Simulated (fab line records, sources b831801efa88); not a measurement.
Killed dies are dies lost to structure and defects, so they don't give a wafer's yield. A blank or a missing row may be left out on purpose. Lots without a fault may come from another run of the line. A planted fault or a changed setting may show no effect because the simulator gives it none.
Chamber matching | flow gf180mcu | GF_V5_CVD_02 on pecvd-03: 3 sister chambers
The step deposits SiO2 from TEOS, target thk 1450 nm, time 163.28 s. 16 wafers are shown with their chamber, then 8 later ones without.

WAFERS WITH THEIR CHAMBER
wafer  | chamber | heater_power_w (W)
L457.2 | 1       | 524
L457.3 | 0       | 661
L457.4 | 2       | 626
L461.1 | 2       | 664
L461.5 | 1       | 556
L461.6 | 2       | 638
L462.4 | 2       | 538
L462.5 | 1       | 553
L462.6 | 2       | 624
L463.1 | 0       | 703
L463.2 | 1       | 595
L463.5 | 0       | 751
L467.1 | 2       | 677
L467.3 | 1       | 593
L467.4 | 0       | 747
L468.1 | 0       | 768

SIGNATURES (means of the wafers above)
reading        | chamber 0 | chamber 1 | chamber 2 | scatter within a chamber
heater_power_w | 726.00    | 564.20    | 627.83    | 42.1
Rule: a wafer's distance from a chamber is the root of the sum, over the readings, of the square of ((its reading less the chamber's mean) divided by the reading's scatter). The wafer belongs to the nearest chamber; if the next one is less than 2 further off, it can't be placed. The scatter: the root of (the sum of the squares of (reading less its chamber's mean) over the shown wafers, divided by (wafers less chambers)).

WAFERS WITHOUT THEIR CHAMBER
wafer  | heater_power_w (W)
L468.2 | 658
L468.6 | 598
L470.3 | 596
L470.5 | 735
L470.6 | 537
L471.1 | 596
L471.3 | 741
L471.4 | 481

WHICH CHAMBER EACH WENT THROUGH
wafer  | from the rows above          | in truth
L468.2 | can't be placed: 2 or 0 or 1 | 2
L468.6 | can't be placed: 2 or 1      | 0
L470.3 | can't be placed: 1 or 2      | 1
L470.5 | 0                            | 0
L470.6 | can't be placed: 1 or 2      | 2
L471.1 | can't be placed: 1 or 2      | 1
L471.3 | 0                            | 0
L471.4 | can't be placed: 1 or 2      | 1
Placed correctly: 2 of 8. Can't be placed from these rows: 6 (the true chamber is among the candidates in 5). Placed wrongly: 0.
